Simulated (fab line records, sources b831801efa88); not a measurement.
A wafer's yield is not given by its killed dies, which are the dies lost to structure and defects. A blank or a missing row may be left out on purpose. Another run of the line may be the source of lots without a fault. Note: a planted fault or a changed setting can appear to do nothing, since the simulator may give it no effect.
Which tool is to blame? | flow sky130 | 10 lots, 30 wafers sampled, at 5 steps of a route of 708

WHAT THE GAUGES READ, wafer by wafer
SKY_CAPM_RS_MEAS_03: uses a four-point probe to measure.
lot  | measured     | on           | CAPM_TIN_RS (ohm/sq)
L701 | day 36 17:01 | filmMetro-01 | 6.86 7.05 7.00
L704 | day 37 15:03 | filmMetro-03 | 7.06 6.73 6.75
L705 | day 37 18:32 | filmMetro-03 | 6.92 6.85 6.91
L706 | day 38 18:49 | filmMetro-03 | 7.01 6.95 6.88
L712 | day 39 23:35 | filmMetro-03 | 6.86 6.88 6.85
L713 | day 40 07:40 | filmMetro-03 | 6.92 6.89 6.78
L715 | day 41 02:53 | filmMetro-01 | 6.74 6.95 6.75
L717 | day 41 04:01 | filmMetro-03 | 6.98 6.93 6.82
L719 | day 42 01:59 | filmMetro-04 | 6.96 6.90 7.03
L721 | day 42 12:25 | filmMetro-04 | 6.81 5.13 6.78

SKY_CAPM_THK_MEAS_04: measures by xrf.
lot  | measured     | on           | CAPM_TIN_THK (nm)
L701 | day 36 17:07 | filmMetro-01 | 199 194 196
L704 | day 37 15:10 | filmMetro-03 | 195 204 203
L705 | day 37 18:40 | filmMetro-03 | 199 200 199
L706 | day 38 18:55 | filmMetro-03 | 195 195 198
L712 | day 39 23:42 | filmMetro-03 | 201 199 200
L713 | day 40 07:47 | filmMetro-03 | 197 200 202
L715 | day 41 02:59 | filmMetro-01 | 202 195 201
L717 | day 41 04:07 | filmMetro-03 | 197 199 202
L719 | day 42 02:06 | filmMetro-04 | 197 199 195
L721 | day 42 12:32 | filmMetro-04 | 201 267 202

TOOL THAT RAN EACH LOT (tool first, then ch and the chambers of the sampled wafers, then the start)
lot  | SKY_METAL2_DESCUM_17             | SKY_VIA2_CMP_24               | SKY_CAPM_SPUTTER_02
L701 | rieMetal-02 ch 0,1, day 35 11:15 | cmp-01 ch 0,1, day 36 16:21   | pvdSputter-02, day 36 16:53
L704 | rieMetal-02 ch 0,1, day 36 10:33 | cmp-02 ch 0,3, day 37 14:23   | pvdSputter-02, day 37 14:55
L705 | rieMetal-02 ch 0,1, day 36 13:41 | cmp-02 ch 0,2, day 37 17:54   | pvdSputter-02, day 37 18:26
L706 | rieMetal-02 ch 0,1, day 37 12:52 | cmp-01 ch 2,3, day 38 18:08   | pvdSputter-04, day 38 18:40
L712 | rieMetal-04 ch 0,1, day 38 19:21 | cmp-01 ch 1,2,3, day 39 23:01 | pvdSputter-01, day 39 23:27
L713 | rieMetal-02 ch 1, day 39 04:18   | cmp-01 ch 0,1,3, day 40 07:06 | pvdSputter-04, day 40 07:32
L715 | rieMetal-02 ch 0,1, day 39 23:19 | cmp-01 ch 2,3, day 41 02:13   | pvdSputter-02, day 41 02:45
L717 | rieMetal-04 ch 1, day 40 00:09   | cmp-01 ch 0,1,2, day 41 03:28 | pvdSputter-04, day 41 03:51
L719 | rieMetal-04 ch 0,1, day 40 22:32 | cmp-01 ch 0,2,3, day 42 01:29 | pvdSputter-02, day 42 01:52
L721 | rieMetal-04 ch 0,1, day 41 08:45 | cmp-02 ch 1,2, day 42 11:45   | pvdSputter-04, day 42 12:17
- SKY_METAL2_DESCUM_17: chemistry O2, time 8 s.
- SKY_VIA2_CMP_24: polishes, stops on SiO2, t overpolish 20 s, target thk 0 nm.
- SKY_CAPM_SPUTTER_02: material TiN, target thk 200 nm, time 166.7 s.

WHAT THE TOOLS THEMSELVES READ (means of the sampled wafers that have a number; where no wafer has one, the mark that the record gives instead)
SKY_METAL2_DESCUM_17.
lot  | tool        | drypumpMotorCurrentA (A) | oesProductAu (a.u.)
L701 | rieMetal-02 | 5.85                     | 1.018
L704 | rieMetal-02 | 5.71                     | 1.003
L705 | rieMetal-02 | 5.84                     | 1.026
L706 | rieMetal-02 | 5.70                     | 1.013
L712 | rieMetal-04 | 5.80                     | 1.015
L713 | rieMetal-02 | 5.56                     | 1.012
L715 | rieMetal-02 | 5.68                     | 1.008
L717 | rieMetal-04 | 5.84                     | 1.020
L719 | rieMetal-04 | 5.76                     | 1.015
L721 | rieMetal-04 | 5.77                     | 1.007

SKY_VIA2_CMP_24.
lot  | tool   | motorCurrentA (A) | overpolishRunS (s) | timeToEndpointS (s)
L701 | cmp-01 | 10.2              | 20.002             | 104
L704 | cmp-02 | 10.2              | 20.000             | 94
L705 | cmp-02 | 10.7              | 19.994             | 101
L706 | cmp-01 | 12.8              | 19.996             | 101
L712 | cmp-01 | 11.9              | 19.994             | 102
L713 | cmp-01 | 11.2              | 20.001             | 99
L715 | cmp-01 | 12.5              | 20.000             | 98
L717 | cmp-01 | 11.1              | 19.995             | 103
L719 | cmp-01 | 11.4              | 20.003             | 105
L721 | cmp-02 | 12.0              | 20.000             | 104

SKY_CAPM_SPUTTER_02.
lot  | tool          | throttleValvePct (%)
L701 | pvdSputter-02 | 29.8
L704 | pvdSputter-02 | 29.9
L705 | pvdSputter-02 | 29.4
L706 | pvdSputter-04 | 30.3
L712 | pvdSputter-01 | 30.4
L713 | pvdSputter-04 | 30.1
L715 | pvdSputter-02 | 29.8
L717 | pvdSputter-04 | 29.8
L719 | pvdSputter-02 | 29.3
L721 | pvdSputter-04 | 30.0

THE ANSWER, worked out from the rows above alone
Rule: usual is defined by the lots themselves. Put in order of their means at a reading, lots are off if they are a third of the lots or fewer, leave a main group of 4 or more, and stand apart from it by a gap of 3 or more times the standard deviation of the main group's means; of several such gaps the widest counts. If all means in a main group match to the digits the tables above print for the reading, that group is not used. Also off: a lot with no number at a reading for which 4 or more lots have one. All remaining lots with rows at the step are treated as sound. Order of review: gauges by route order, followed by the tools' own readings, for which a lot's mean as printed above is used. The first step at which some lot is off is used, and at that step the reading that is off furthest; a lot without a number counts as furthest.
Off: at SKY_CAPM_RS_MEAS_03 (CAPM_TIN_RS), L721. The main group: mean 6.90 ohm/sq, standard deviation 0.052.
A tool fits if, at a process step before that reading, it ran every lot that is off, and no sound lot after the first of them. The gauges at SKY_CAPM_RS_MEAS_03 are tried like those tools. Can't be told from this: 4 tools fit, rieMetal-04 at SKY_METAL2_DESCUM_17, cmp-02 at SKY_VIA2_CMP_24, pvdSputter-04 at SKY_CAPM_SPUTTER_02, filmMetro-04 at SKY_CAPM_RS_MEAS_03.

WHAT WAS PUT IN BY THE SIMULATOR
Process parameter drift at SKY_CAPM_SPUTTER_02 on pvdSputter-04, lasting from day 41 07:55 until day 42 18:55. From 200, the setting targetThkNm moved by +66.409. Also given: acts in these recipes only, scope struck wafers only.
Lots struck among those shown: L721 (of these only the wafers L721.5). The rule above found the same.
